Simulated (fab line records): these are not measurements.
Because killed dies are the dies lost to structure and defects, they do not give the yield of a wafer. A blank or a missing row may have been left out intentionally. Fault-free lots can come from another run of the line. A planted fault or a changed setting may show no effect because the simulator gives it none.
Which tool was responsible?    flow gf180mcu    24 lots with 72 wafers sampled at 3 steps, on a route of 602 steps

WHAT THE GAUGES READ, wafer by wafer
GF_MVPSD_OVL_MEAS_07.
lot   measured      on          MVPSD_OVL (nm)
L074  day 5 00:39   overlay-01  1.0 2.6 0.1
L075  day 5 06:44   overlay-01  0.5 -0.2 1.1
L076  day 5 14:14   overlay-02  1.7 1.1 0.7
L077  day 5 19:29   overlay-02  0.6 0.0 0.4
L078  day 6 00:43   overlay-01  0.8 -1.2 0.5
L079  day 6 07:06   overlay-01  1.5 -0.1 0.0
L080  day 6 12:40   overlay-01  0.6 0.7 -0.2
L081  day 6 17:59   overlay-01  -2.0 -2.1 -0.6
L082  day 7 01:02   overlay-01  1.1 0.7 -0.5
L083  day 7 08:34   overlay-01  1.7 0.9 0.1
L084  day 7 14:49   overlay-02  -1.6 -0.1 -1.8
L085  day 7 20:11   overlay-02  1.0 0.5 -0.2
L086  day 8 00:49   overlay-01  0.3 -0.4 -0.8
L087  day 8 06:46   overlay-02  1.5 0.6 0.6
L088  day 8 13:35   overlay-01  2.4 4.0 2.3
L089  day 8 19:53   overlay-02  2.9 0.7 0.6
L090  day 9 01:51   overlay-02  -1.6 -0.9 -0.9
L091  day 9 06:15   overlay-02  -0.6 0.5 -1.3
L092  day 9 14:38   overlay-02  0.2 1.1 0.3
L093  day 9 20:40   overlay-01  -2.4 -3.0 -4.0
L094  day 10 01:31  overlay-02  1.9 -0.5 2.9
L095  day 10 07:29  overlay-01  -0.5 1.0 -1.8
L096  day 10 14:46  overlay-02  1.0 1.3 1.1
L097  day 10 18:20  overlay-02  -0.9 0.5 -1.7

GF_M2_THK_MEAS_06: measures by xrf.
lot   measured      on             M2_ALCU_THK (nm)
L074  day 18 09:19  film metro-03  458 458 452
L075  day 18 13:08  film metro-03  453 460 453
L076  day 19 05:51  film metro-03  464 457 459
L077  day 19 10:03  film metro-01  457 451 460
L078  day 19 21:28  film metro-03  454 448 451
L079  day 20 08:40  film metro-01  448 452 445
L080  day 20 16:07  film metro-01  454 455 453
L081  day 21 03:04  film metro-01  444 451 444
L082  day 21 12:38  film metro-01  454 449 448
L083  day 21 17:52  film metro-04  455 450 462
L084  day 22 07:41  film metro-03  444 451 447
L085  day 22 11:51  film metro-01  450 460 458
L086  day 22 21:55  film metro-01  452 444 446
L087  day 23 04:17  film metro-04  452 445 452
L088  day 23 11:23  film metro-03  455 451 452
L089  day 23 21:37  film metro-04  460 450 459
L090  day 24 03:07  film metro-03  456 452 457
L091  day 24 10:11  film metro-03  453 456 451
L092  day 24 20:21  film metro-01  438 452 451
L093  day 25 02:11  film metro-03  451 453 445
L094  day 25 10:21  film metro-04  451 458 451
L095  day 25 16:54  film metro-01  442 445 448
L096  day 26 02:22  film metro-01  454 448 456
L097  day 26 06:11  film metro-03  462 459 461

WHAT TOOL EACH LOT RAN ON (gives the tool, then ch and the chambers of the sampled wafers, and finally the start)
lot   GF_MVSD_STRIP_10
L074  plasma asher-03 ch 0,1, day 4 11:08
L075  plasma asher-03 ch 0,1, day 4 16:20
L076  plasma asher-04 ch 0,1, day 4 23:29
L077  plasma asher-01 ch 0,1, day 5 04:35
L078  plasma asher-01 ch 0,1, day 5 09:11
L079  plasma asher-04 ch 0,1, day 5 15:46
L080  plasma asher-01 ch 0,1, day 5 21:53
L081  plasma asher-04 ch 0,1, day 6 03:02
L082  plasma asher-01 ch 0,1, day 6 10:02
L083  plasma asher-04 ch 0,1, day 6 16:26
L084  plasma asher-03 ch 0,1, day 6 22:25
L085  plasma asher-01 ch 0,1, day 7 03:52
L086  plasma asher-01 ch 0,1, day 7 08:35
L087  plasma asher-03 ch 0,1, day 7 14:49
L088  plasma asher-04 ch 0,1, day 7 21:25
L089  plasma asher-04 ch 0,1, day 8 03:23
L090  plasma asher-04 ch 0,1, day 8 08:40
L091  plasma asher-04 ch 0, day 8 13:08
L092  plasma asher-01 ch 1, day 8 21:02
L093  plasma asher-01 ch 0,1, day 9 02:49
L094  plasma asher-03 ch 0,1, day 9 08:20
L095  plasma asher-04 ch 0,1, day 9 14:17
L096  plasma asher-03 ch 0,1, day 9 21:02
L097  plasma asher-04 ch 0,1, day 10 00:20
- GF_MVSD_STRIP_10: strips in O2/N2.

AS READ BY THE TOOLS THEMSELVES (means over the sampled wafers that have a number; for cases with no such wafer, the mark the record gives instead)
GF_MVSD_STRIP_10.
lot   tool             drypump motor current A (A)  heater power w (W)  oes product au (a.u.)  strip time to endpoint s (s)
L074  plasma asher-03  6.0                          381                 0.722                  36.98
L075  plasma asher-03  5.9                          360                 0.720                  37.07
L076  plasma asher-04  5.6                          298                 0.719                  37.11
L077  plasma asher-01  5.4                          332                 0.720                  36.89
L078  plasma asher-01  5.3                          326                 0.719                  36.91
L079  plasma asher-04  5.6                          293                 0.719                  36.90
L080  plasma asher-01  5.5                          304                 0.723                  37.00
L081  plasma asher-04  5.4                          310                 0.724                  36.97
L082  plasma asher-01  5.5                          299                 0.724                  37.02
L083  plasma asher-04  5.4                          305                 0.725                  36.95
L084  plasma asher-03  6.1                          377                 0.722                  37.03
L085  plasma asher-01  5.5                          307                 0.728                  37.14
L086  plasma asher-01  5.5                          307                 0.722                  37.06
L087  plasma asher-03  6.1                          376                 0.723                  37.02
L088  plasma asher-04  5.6                          299                 0.724                  37.10
L089  plasma asher-04  5.6                          299                 0.723                  36.91
L090  plasma asher-04  5.3                          308                 0.722                  36.91
L091  plasma asher-04  5.8                          286                 0.722                  37.04
L092  plasma asher-01  5.6                          289                 0.724                  36.99
L093  plasma asher-01  5.5                          300                 0.725                  37.01
L094  plasma asher-03  6.1                          376                 0.722                  37.05
L095  plasma asher-04  5.4                          305                 0.721                  36.95
L096  plasma asher-03  6.0                          356                 0.723                  36.97
L097  plasma asher-04  5.6                          294                 0.723                  37.00

THE ANSWER, worked out from the rows above alone
Rule: the lots themselves supply what counts as usual. Put in order of their means at a reading, lots are off if they are a third of the lots or fewer, leave a main group of 4 or more, and stand apart from it by a gap of 3 or more times the standard deviation of the main group's means; of several such gaps the widest counts. Not used: any main group whose means are identical at the precision the tables above print for the reading. A lot without any number at a reading at which 4 lots or more have one is off too. Where the step has rows for the other lots, those lots are counted as sound. The gauges are gone through in route order, then the tools' own readings, and for those a lot's mean is taken as printed above. The first step at which some lot is off is used, and at that step the reading that is off furthest; a lot without a number counts as furthest.
No lot is off on any of the readings shown, so nothing can be concluded from this.

WHAT HAD BEEN PUT IN BY THE SIMULATOR
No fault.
